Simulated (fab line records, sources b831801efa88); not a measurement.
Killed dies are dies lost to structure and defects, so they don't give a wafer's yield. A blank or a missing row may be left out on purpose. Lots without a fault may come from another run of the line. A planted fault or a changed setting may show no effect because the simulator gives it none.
fab line records | flow sky130
record lots=24 wafers=72 last_day=50
route steps=708 shown LI_CONTACT@374 CONTACT@424 METAL1@435
lots that met no fault: from a run of the same line without faults
start_h: hours from the record's first day to the start of the lot's first wafer shown | wait_h: hours since the lot's step before | " the same as in the row above | L1.1+2: a row that stands for several wafers | - no value, or no start given | * or withheld: withheld | < > ~ a bound
route shown NAME@n: a module of which the file shows steps, and the number in the route of the first | usual: mean/standard deviation of fault-free wafers | same: alike in all rows | chamber/n: place in a boat | sites: the reading at each site | _std_site: their standard deviation | _edge_site: outer sites' mean less inner sites' | radius_mm: how far each site lies from the wafer's centre | mask NAME#n: copy n | behind: the tool/chamber that last shaped the wafer | hold: why the lot was held/for how many hours/how that ended | device: the transistor (n, p or np) that didn't switch | end of line: the same wafers' tests at the end of the route | a step without rows: its recipe alone | killed: dies lost to structure and defects at the first sort, not the wafer's yield | map: a wafer's dies, x killed, . not, _ none there
set.NAME: the setting as run; set.NAME@STEP: as run at that earlier step | model.NAME: the simulator's own value behind a step, which no gauge read
steps of the route over a sample of lots; a table a step, a row a wafer
services: from which hour (start_h, from the record's first day; less than 0 if before it) a tool's chamber was out of use, for how many hours, and why
## steps
# step SKY_LI_CONTACT_CD_MEAS_12
# recipe target_cd_nm=170
# usual cd_nm=169.7/1.6
# columns lot.wafer tool chamber start_h wait_h cd_nm
L074.3 cd_sem-02 - 675.52 - 170.3
L074.4 " - " " 171.6
L074.5 " - " " 172.1
L075.3 cd_sem-01 - 678.76 - 171.5
L075.5 " - " " 173.0
L075.6 " - " " 172.0
L076.2 cd_sem-01 - 684.62 - 169.4
L076.4 " - " " 170.0
L076.5 " - " " 170.9
L077.4 cd_sem-01 - 694.31 - 171.5
L077.5 " - " " 171.1
L077.6 " - " " 171.6
L078.1 cd_sem-01 - 708.43 - 170.8
L078.3 " - " " 172.0
L078.6 " - " " 170.7
L079.3 cd_sem-01 - 719.57 - 169.1
L079.4 " - " " 169.0
L079.5 " - " " 168.5
L080.1 cd_sem-02 - 719.88 - 171.2
L080.3 " - " " 170.3
L080.5 " - " " 170.7
L081.2 cd_sem-01 - 732.82 - 169.4
L081.3 " - " " 169.8
L081.6 " - " " 169.8
L082.3 cd_sem-02 - 742.66 - 173.4
L082.5 " - " " 171.8
L082.6 " - " " 170.5
L083.1 cd_sem-02 - 749.77 - 171.0
L083.4 " - " " 169.0
L083.6 " - " " 167.9
L084.4 cd_sem-02 - 757.14 - 169.5
L084.5 " - " " 170.0
L084.6 " - " " 170.3
L085.1 cd_sem-01 - 768.22 - 169.2
L085.2 " - " " 169.5
L085.6 " - " " 168.7
L086.2 cd_sem-01 - 773.15 - 168.6
L086.4 " - " " 168.4
L086.5 " - " " 169.9
L087.1 cd_sem-02 - 779.65 - 168.8
L087.2 " - " " 169.5
L087.6 " - " " 169.3
L088.1 cd_sem-02 - 787.37 - 173.0
L088.5 " - " " 172.5
L088.6 " - " " 172.5
L089.2 cd_sem-02 - 791.55 - 167.6
L089.4 " - " " 167.4
L089.5 " - " " 168.1
L090.1 cd_sem-02 - 803.45 - 166.4
L090.5 " - " " 168.1
L090.6 " - " " 166.3
L091.1 cd_sem-02 - 811.98 - 170.8
L091.5 " - " " 171.8
L091.6 " - " " 170.5
L092.1 cd_sem-02 - 820.93 - 168.6
L092.3 " - " " 168.8
L092.5 " - " " 167.4
L093.1 cd_sem-01 - 826.58 - 166.4
L093.4 " - " " 169.1
L093.6 " - " " 168.7
L094.2 cd_sem-01 - 833.89 - 168.9
L094.3 " - " " 169.4
L094.5 " - " " 170.0
L095.2 cd_sem-01 - 835.82 - 167.5
L095.5 " - " " 169.1
L095.6 " - " " 168.6
L096.1 cd_sem-02 - 847.82 - 168.2
L096.2 " - " " 167.8
L096.5 " - " " 168.4
L097.2 cd_sem-02 - 852.94 - 169.1
L097.3 " - " " 167.3
L097.6 " - " " 168.1
# step SKY_CONTACT_ETCH_18
# recipe target=Si3N4 chemistry=CHF3/O2 stop_on=TiN source_w=600 bias_w=200 pressure_mtorr=40 chf3_flow_sccm=50 O2_flow_sccm=5 time_s=39 target_depth_a=750
# usual drypump_motor_current_A=5.7/0.39 oes_product_au=0.857/0.0078 rf_fwd_power_W=592.8/2.6 throttle_valve_pct=8.794/0.0095
# columns lot.wafer tool chamber start_h wait_h drypump_motor_current_A oes_product_au rf_fwd_power_W rf_hours_counter_h throttle_valve_pct
L074.3 rie_diel-02 3 - - 5.4 0.843 595.3 5 8.801
L074.4 " 2 " " 5.4 0.848 592.3 - 8.782
L074.5 " 1 " " 6.0 0.867 587.4 - 8.793
L075.3 rie_diel-03 2 - - 5.4 0.850 594.1 15 8.793
L075.5 " 3 " " 5.7 0.865 594.0 - 8.786
L075.6 " 2 " " 5.4 0.854 595.0 - 8.780
L076.2 rie_diel-01 1 - - 6.2 0.844 587.1 21 8.783
L076.4 " 3 " " 6.2 0.858 597.4 10 8.776
L076.5 " 3 " " 6.2 0.856 596.0 - 8.795
L077.4 rie_diel-02 0 - - 5.7 0.856 599.0 0 8.791
L077.5 " 2 " " 5.4 0.860 593.7 - 8.778
L077.6 " 1 " " 6.0 0.848 592.1 - 8.786
L078.1 rie_diel-02 0 - - 5.7 0.865 593.7 0 8.793
L078.3 " 2 " " 5.4 0.858 594.7 11 8.795
L078.6 " 2 " " 5.4 0.868 590.3 - 8.790
L079.3 rie_diel-03 2 - - 5.4 0.864 590.2 16 8.805
L079.4 " 3 " " 5.7 0.871 594.0 8 8.791
L079.5 " 3 " " 5.7 0.881 593.0 - 8.799
L080.1 rie_diel-01 0 - - 6.2 0.843 588.5 22 8.787
L080.3 " 2 " " 4.8 0.853 598.1 15 8.781
L080.5 " 3 " " 6.1 0.866 592.8 - 8.801
L081.2 rie_diel-01 2 - - 4.8 0.860 595.1 16 8.805
L081.3 " 0 " " 6.2 0.847 587.6 22 8.794
L081.6 " 1 " " 6.2 0.849 590.8 - 8.809
L082.3 rie_diel-02 2 - - 5.4 0.850 593.8 12 8.790
L082.5 " 1 " " 6.0 0.862 591.0 - 8.793
L082.6 " 2 " " 5.4 0.862 592.8 - 8.786
L083.1 rie_diel-02 2 - - 5.4 0.845 592.4 12 8.793
L083.4 " 0 " " 5.6 0.859 592.8 2 8.790
L083.6 " 3 " " 5.4 0.867 595.2 - 8.806
L084.4 rie_diel-03 0 - - 6.2 0.861 591.2 11 8.789
L084.5 " 2 " " 5.3 0.869 592.8 - 8.797
L084.6 " 1 " " 5.8 0.854 592.5 - 8.796
L085.1 rie_diel-03 3 - - 5.7 0.856 592.7 10 8.788
L085.2 " 1 " " 5.8 0.858 596.7 13 8.810
L085.6 " 0 " " 6.1 0.862 593.2 - 8.799
L086.2 rie_diel-03 1 - - 5.9 0.854 592.3 13 8.776
L086.4 " 2 " " 5.3 0.860 591.4 18 8.784
L086.5 " 3 " " 5.7 0.849 592.4 - 8.797
L087.1 rie_diel-03 2 - - 5.3 0.853 594.1 18 8.778
L087.2 " 1 " " 5.9 0.840 592.2 13 8.823
L087.6 " 3 " " 5.7 0.874 592.3 - 8.796
L088.1 rie_diel-02 0 - - 5.6 0.862 597.6 3 8.791
L088.5 " 3 " " 5.4 0.860 591.9 - 8.800
L088.6 " 0 " " 5.7 0.851 597.9 - 8.794
L089.2 rie_diel-03 3 - - 5.7 0.852 591.8 11 8.793
L089.4 " 2 " " 5.3 0.869 591.3 18 8.807
L089.5 " 0 " " 6.1 0.851 594.1 - 8.791
L090.1 rie_diel-03 3 - - 5.7 0.850 594.4 11 8.797
L090.5 " 0 " " 6.1 0.861 590.6 - 8.813
L090.6 " 3 " " 5.7 0.853 595.5 - 8.792
L091.1 rie_diel-01 2 - - 4.8 0.850 598.2 18 8.788
L091.5 " 2 " " 4.8 0.856 597.6 - 8.787
L091.6 " 1 " " 6.2 0.859 589.5 - 8.805
L092.1 rie_diel-02 3 - - 5.4 0.857 591.5 10 8.781
L092.3 " 0 " " 5.6 0.857 597.1 4 8.809
L092.5 " 1 " " 6.0 0.861 589.4 - 8.788
L093.1 rie_diel-01 3 - - 6.1 0.859 594.9 14 8.807
L093.4 " 2 " " 4.8 0.857 595.9 19 8.788
L093.6 " 0 " " 6.2 0.867 590.1 - 8.798
L094.2 rie_diel-03 1 - - 5.9 0.856 592.3 14 8.787
L094.3 " 2 " " 5.4 0.856 597.4 20 8.786
L094.5 " 1 " " 5.8 0.859 593.9 - 8.798
L095.2 rie_diel-03 0 - - 6.2 0.847 591.8 14 8.812
L095.5 " 1 " " 5.9 0.856 593.1 - 8.788
L095.6 " 0 " " 6.1 0.864 590.4 - 8.805
L096.1 rie_diel-01 0 - - 6.2 0.843 593.8 26 8.781
L096.2 " 1 " " 6.2 0.854 593.0 26 8.799
L096.5 " 2 " " 4.8 0.865 597.3 - 8.788
L097.2 rie_diel-02 2 - - 5.4 0.863 591.0 16 8.790
L097.3 " 3 " " 5.4 0.858 595.3 11 8.806
L097.6 " 0 " " 5.7 0.856 597.2 - 8.812
# step SKY_METAL1_SPUTTER_01
# recipe material=TiN target_thk_nm=20 power_w=6500 time_s=16.7 chamber_pressure_pa=0.4
# usual cathode_dc_power_W=6499.9/1.3 throttle_valve_pct=30.5/0.92
# columns lot.wafer tool chamber start_h wait_h cathode_dc_power_W throttle_valve_pct
L074.3 pvd_sputter-03 - 735.95 0.0 6498.9 30.8
L074.4 " - " " 6499.6 31.0
L074.5 " - " " 6497.9 31.0
L075.3 pvd_sputter-04 - 740.23 0.0 6496.3 31.0
L075.5 " - " " 6499.0 31.0
L075.6 " - " " 6500.8 29.0
L076.2 pvd_sputter-03 - 745.53 0.0 6501.8 30.3
L076.4 " - " " 6501.7 29.7
L076.5 " - " " 6502.2 30.9
L077.4 pvd_sputter-04 - 754.27 0.0 6500.7 31.1
L077.5 " - " " 6500.2 31.3
L077.6 " - " " 6498.6 28.7
L078.1 pvd_sputter-03 - 767.88 0.0 6500.9 31.0
L078.3 " - " " 6497.5 30.2
L078.6 " - " " 6499.8 31.0
L079.3 pvd_sputter-04 - 778.23 0.0 6500.5 28.6
L079.4 " - " " 6500.9 32.6
L079.5 " - " " 6498.1 28.7
L080.1 pvd_sputter-03 - 778.87 0.0 6499.2 29.4
L080.3 " - " " 6499.4 30.2
L080.5 " - " " 6498.4 31.0
L081.2 pvd_sputter-03 - 792.25 0.0 6500.8 29.7
L081.3 " - " " 6498.9 30.2
L081.6 " - " " 6500.5 31.2
L082.3 pvd_sputter-03 - 801.10 0.0 6501.7 30.6
L082.5 " - " " 6501.2 31.1
L082.6 " - " " 6500.1 30.2
L083.1 pvd_sputter-03 - 807.09 0.0 6500.2 29.5
L083.4 " - " " 6501.8 30.2
L083.6 " - " " 6498.1 30.0
L084.4 pvd_sputter-04 - 815.63 0.0 6501.2 29.8
L084.5 " - " " 6502.8 28.6
L084.6 " - " " 6496.6 31.3
L085.1 pvd_sputter-02 - 826.69 0.0 6498.7 30.2
L085.2 " - " " 6501.9 30.3
L085.6 " - " " 6499.7 30.9
L086.2 pvd_sputter-04 - 830.54 0.0 6499.4 32.3
L086.4 " - " " 6499.8 30.9
L086.5 " - " " 6498.7 32.8
L087.1 pvd_sputter-02 - 836.74 0.0 6500.0 29.8
L087.2 " - " " 6501.8 30.4
L087.6 " - " " 6499.5 30.4
L088.1 pvd_sputter-03 - 846.42 0.0 6499.0 31.1
L088.5 " - " " 6498.5 30.8
L088.6 " - " " 6501.0 30.3
L089.2 pvd_sputter-03 - 848.78 0.0 6501.4 30.9
L089.4 " - " " 6498.7 29.9
L089.5 " - " " 6501.3 31.0
L090.1 pvd_sputter-02 - 860.51 0.0 6501.3 29.9
L090.5 " - " " 6500.0 30.4
L090.6 " - " " 6500.3 30.4
L091.1 pvd_sputter-03 - 868.45 0.0 6501.4 30.8
L091.5 " - " " 6499.3 29.7
L091.6 " - " " 6500.1 30.8
L092.1 pvd_sputter-03 - 877.68 0.0 6499.4 29.9
L092.3 " - " " 6500.3 31.1
L092.5 " - " " 6501.5 31.1
L093.1 pvd_sputter-03 - 883.12 0.0 6499.2 30.9
L093.4 " - " " 6495.9 29.4
L093.6 " - " " 6496.4 30.3
L094.2 pvd_sputter-04 - 890.57 0.0 6501.4 29.8
L094.3 " - " " 6499.0 28.7
L094.5 " - " " 6500.4 29.8
L095.2 pvd_sputter-02 - 893.27 0.0 6498.2 30.3
L095.5 " - " " 6499.4 29.7
L095.6 " - " " 6500.2 31.5
L096.1 pvd_sputter-02 - 902.65 0.0 6500.2 30.4
L096.2 " - " " 6500.4 30.4
L096.5 " - " " 6501.3 29.6
L097.2 pvd_sputter-04 - 910.09 0.0 6500.3 28.8
L097.3 " - " " 6501.6 31.2
L097.6 " - " " 6499.5 29.8
# step SKY_METAL1_SPUTTER_03
# recipe material=Ti target_thk_nm=5 power_w=3000 time_s=3.3 chamber_pressure_pa=0.4
# usual cathode_dc_power_W=3000.0/0.51 throttle_valve_pct=30.5/0.92
# columns lot.wafer tool chamber start_h wait_h cathode_dc_power_W throttle_valve_pct
L074.3 pvd_sputter-03 - 736.00 0.0 3000.1 30.8
L074.4 " - " " 3000.1 31.1
L074.5 " - " " 3000.2 31.0
L075.3 pvd_sputter-04 - 740.28 0.0 2999.2 31.2
L075.5 " - " " 2999.3 31.2
L075.6 " - " " 2999.4 28.9
L076.2 pvd_sputter-03 - 745.58 0.0 3000.2 30.0
L076.4 " - " " 2999.8 29.6
L076.5 " - " " 2999.6 31.1
L077.4 pvd_sputter-04 - 754.32 0.0 2999.4 31.0
L077.5 " - " " 2999.6 31.1
L077.6 " - " " 3000.0 28.7
L078.1 pvd_sputter-03 - 767.93 0.0 3000.0 31.0
L078.3 " - " " 2999.7 30.1
L078.6 " - " " 2999.9 30.9
L079.3 pvd_sputter-04 - 778.28 0.0 2999.7 28.6
L079.4 " - " " 3000.8 32.6
L079.5 " - " " 2999.8 28.9
L080.1 pvd_sputter-03 - 778.92 0.0 3001.0 29.7
L080.3 " - " " 3000.0 30.0
L080.5 " - " " 3000.2 31.0
L081.2 pvd_sputter-03 - 792.30 0.0 2999.3 29.8
L081.3 " - " " 2999.6 30.4
L081.6 " - " " 3000.3 31.2
L082.3 pvd_sputter-03 - 801.15 0.0 2999.4 30.8
L082.5 " - " " 3000.9 31.0
L082.6 " - " " 2999.2 30.4
L083.1 pvd_sputter-03 - 807.14 0.0 2999.3 29.5
L083.4 " - " " 3001.0 30.3
L083.6 " - " " 3000.1 30.2
L084.4 pvd_sputter-04 - 815.68 0.0 2999.4 29.6
L084.5 " - " " 3000.3 29.0
L084.6 " - " " 3000.5 31.4
L085.1 pvd_sputter-02 - 826.74 0.0 2999.6 30.2
L085.2 " - " " 3000.7 30.6
L085.6 " - " " 2999.9 30.7
L086.2 pvd_sputter-04 - 830.59 0.0 2999.7 32.4
L086.4 " - " " 3000.6 31.1
L086.5 " - " " 3000.1 32.6
L087.1 pvd_sputter-02 - 836.79 0.0 3000.5 29.8
L087.2 " - " " 2998.9 30.3
L087.6 " - " " 3000.2 30.2
L088.1 pvd_sputter-03 - 846.47 0.0 2999.6 31.3
L088.5 " - " " 2999.4 30.9
L088.6 " - " " 2999.8 30.0
L089.2 pvd_sputter-03 - 848.83 0.0 3000.4 31.1
L089.4 " - " " 3000.0 29.8
L089.5 " - " " 2999.6 30.8
L090.1 pvd_sputter-02 - 860.56 0.0 3000.3 30.0
L090.5 " - " " 3000.8 30.2
L090.6 " - " " 3000.5 30.4
L091.1 pvd_sputter-03 - 868.50 0.0 2999.1 30.7
L091.5 " - " " 3000.9 29.6
L091.6 " - " " 2999.8 30.8
L092.1 pvd_sputter-03 - 877.73 0.0 2999.2 30.5
L092.3 " - " " 3000.3 31.4
L092.5 " - " " 2999.7 30.9
L093.1 pvd_sputter-03 - 883.17 0.0 3000.1 31.2
L093.4 " - " " 2999.9 29.4
L093.6 " - " " 3000.4 29.7
L094.2 pvd_sputter-04 - 890.62 0.0 3000.2 29.7
L094.3 " - " " 3000.5 28.9
L094.5 " - " " 3000.7 29.6
L095.2 pvd_sputter-02 - 893.32 0.0 2999.6 30.5
L095.5 " - " " 3000.2 29.7
L095.6 " - " " 2999.8 31.6
L096.1 pvd_sputter-02 - 902.70 0.0 2999.8 30.4
L096.2 " - " " 2999.7 30.3
L096.5 " - " " 3000.2 29.6
L097.2 pvd_sputter-04 - 910.14 0.0 3000.1 28.8
L097.3 " - " " 3001.1 30.9
L097.6 " - " " 3000.6 29.6
# step SKY_METAL1_THK_MEAS_06
# recipe thk_meas_gauge=xrf reads=AlCu_of_METAL1_SPUTTER_02
# usual METAL1_ALCU_THK=247.0/2.8
# columns lot.wafer tool chamber start_h wait_h METAL1_ALCU_THK[nm]
L074.3 film_metro-04 - 736.21 0.1 252.5
L074.4 " - " " 252.6
L074.5 " - " " 253.2
L075.3 film_metro-03 - 740.49 0.1 242.1
L075.5 " - " " 245.7
L075.6 " - " " 247.0
L076.2 film_metro-02 - 745.77 0.1 246.9
L076.4 " - " " 246.5
L076.5 " - " " 249.1
L077.4 film_metro-02 - 754.54 0.1 237.2
L077.5 " - " " 243.4
L077.6 " - " " 244.4
L078.1 film_metro-03 - 768.11 0.1 249.4
L078.3 " - " " 243.6
L078.6 " - " " 251.3
L079.3 film_metro-04 - 778.48 0.1 246.4
L079.4 " - " " 246.4
L079.5 " - " " 246.8
L080.1 film_metro-04 - 779.11 0.1 246.7
L080.3 " - " " 249.4
L080.5 " - " " 250.1
L081.2 film_metro-03 - 792.49 0.1 250.1
L081.3 " - " " 250.2
L081.6 " - " " 249.1
L082.3 film_metro-03 - 801.36 0.1 248.9
L082.5 " - " " 254.2
L082.6 " - " " 247.3
L083.1 film_metro-02 - 807.32 0.1 243.5
L083.4 " - " " 245.2
L083.6 " - " " 243.4
L084.4 film_metro-03 - 815.90 0.1 248.1
L084.5 " - " " 246.3
L084.6 " - " " 242.4
L085.1 film_metro-03 - 826.92 0.1 243.4
L085.2 " - " " 243.7
L085.6 " - " " 243.4
L086.2 film_metro-04 - 830.78 0.1 248.1
L086.4 " - " " 244.5
L086.5 " - " " 246.8
L087.1 film_metro-04 - 836.97 0.1 247.3
L087.2 " - " " 246.0
L087.6 " - " " 244.4
L088.1 film_metro-02 - 846.66 0.1 248.4
L088.5 " - " " 253.5
L088.6 " - " " 249.8
L089.2 film_metro-03 - 849.03 0.1 243.3
L089.4 " - " " 247.5
L089.5 " - " " 246.8
L090.1 film_metro-03 - 860.75 0.1 246.1
L090.5 " - " " 244.5
L090.6 " - " " 242.0
L091.1 film_metro-02 - 868.68 0.1 250.1
L091.5 " - " " 248.0
L091.6 " - " " 250.7
L092.1 film_metro-02 - 877.92 0.1 244.6
L092.3 " - " " 240.9
L092.5 " - " " 247.0
L093.1 film_metro-03 - 883.36 0.1 248.5
L093.4 " - " " 245.6
L093.6 " - " " 246.2
L094.2 film_metro-02 - 890.82 0.1 250.4
L094.3 " - " " 247.8
L094.5 " - " " 250.0
L095.2 film_metro-04 - 893.52 0.1 248.7
L095.5 " - " " 248.9
L095.6 " - " " 248.6
L096.1 film_metro-04 - 902.89 0.1 242.4
L096.2 " - " " 245.7
L096.5 " - " " 246.6
L097.2 film_metro-02 - 910.34 0.1 243.8
L097.3 " - " " 245.9
L097.6 " - " " 245.1
# step SKY_METAL1_CD_MEAS_15
# recipe target_cd_nm=140
# usual cd_nm=139.5/1.5
# columns lot.wafer tool chamber start_h wait_h cd_nm
L074.3 cd_sem-02 - 763.29 - 141.8
L074.4 " - " " 142.2
L074.5 " - " " 141.5
L075.3 cd_sem-01 - 767.22 - 137.8
L075.5 " - " " 138.6
L075.6 " - " " 137.5
L076.2 cd_sem-01 - 771.92 - 136.7
L076.4 " - " " 136.5
L076.5 " - " " 136.5
L077.4 cd_sem-02 - 780.92 - 139.2
L077.5 " - " " 138.3
L077.6 " - " " 138.5
L078.1 cd_sem-02 - 794.58 - 140.7
L078.3 " - " " 139.0
L078.6 " - " " 140.5
L079.3 cd_sem-01 - 804.36 - 140.6
L079.4 " - " " 139.3
L079.5 " - " " 140.2
L080.1 cd_sem-01 - 805.40 - 138.5
L080.3 " - " " 137.9
L080.5 " - " " 138.8
L081.2 cd_sem-02 - 818.55 - 138.5
L081.3 " - " " 138.6
L081.6 " - " " 139.1
L082.3 cd_sem-02 - 828.09 - 140.2
L082.5 " - " " 140.7
L082.6 " - " " 142.9
L083.1 cd_sem-02 - 833.42 - 141.0
L083.4 " - " " 140.1
L083.6 " - " " 142.0
L084.4 cd_sem-01 - 841.76 - 141.4
L084.5 " - " " 138.9
L084.6 " - " " 140.0
L085.1 cd_sem-01 - 852.92 - 142.2
L085.2 " - " " 142.4
L085.6 " - " " 142.1
L086.2 cd_sem-02 - 857.15 - 138.2
L086.4 " - " " 138.9
L086.5 " - " " 138.5
L087.1 cd_sem-02 - 862.78 - 137.6
L087.2 " - " " 138.1
L087.6 " - " " 136.9
L088.1 cd_sem-02 - 872.63 - 140.0
L088.5 " - " " 138.9
L088.6 " - " " 139.0
L089.2 cd_sem-02 - 874.55 - 141.5
L089.4 " - " " 140.6
L089.5 " - " " 142.2
L090.1 cd_sem-01 - 886.12 - 140.7
L090.5 " - " " 142.1
L090.6 " - " " 141.7
L091.1 cd_sem-02 - 894.30 - 137.3
L091.5 " - " " 139.2
L091.6 " - " " 138.8
L092.1 cd_sem-02 - 904.00 - 140.0
L092.3 " - " " 139.4
L092.5 " - " " 140.0
L093.1 cd_sem-01 - 908.15 - 139.4
L093.4 " - " " 138.4
L093.6 " - " " 139.1
L094.2 cd_sem-02 - 916.14 - 136.8
L094.3 " - " " 138.2
L094.5 " - " " 136.8
L095.2 cd_sem-02 - 917.89 - 139.6
L095.5 " - " " 137.0
L095.6 " - " " 139.5
L096.1 cd_sem-02 - 927.73 - 140.5
L096.2 " - " " 139.6
L096.5 " - " " 139.1
L097.2 cd_sem-02 - 933.54 - 139.9
L097.3 " - " " 139.5
L097.6 " - " " 139.6
## services
# columns tool chamber start_h hours kind
rie_diel-03 3 713.05 9.3 repair
rie_diel-02 0 719.92 - clean
pvd_sputter-02 - 725.95 1.3 repair
pvd_sputter-04 - 745.36 0.6 repair
pvd_sputter-04 - 750.07 2.2 repair
rie_diel-02 3 764.69 3.4 repair
rie_diel-03 0 792.33 14.0 repair
rie_diel-01 3 795.34 8.8 repair
pvd_sputter-03 - 802.00 1.0 repair
pvd_sputter-04 - 817.12 1.9 repair
pvd_sputter-03 0 817.65 - consumable_replace:kit
pvd_sputter-03 0 817.65 18.0 scheduled_down
pvd_sputter-03 0 817.65 18.0 vent_cycle
pvd_sputter-04 2 826.39 - consumable_replace:kit
pvd_sputter-04 2 826.39 18.0 scheduled_down
pvd_sputter-04 2 826.39 18.0 vent_cycle
pvd_sputter-02 0 840.28 - consumable_replace:kit
pvd_sputter-02 0 840.28 18.0 scheduled_down
pvd_sputter-02 0 840.28 18.0 vent_cycle
rie_diel-03 1 862.36 25.6 repair
rie_diel-03 - 881.04 0.2 repair
pvd_sputter-03 - 891.88 2.8 repair
rie_diel-02 1 907.24 4.4 repair
rie_diel-03 3 907.79 4.5 repair
## key
fault none
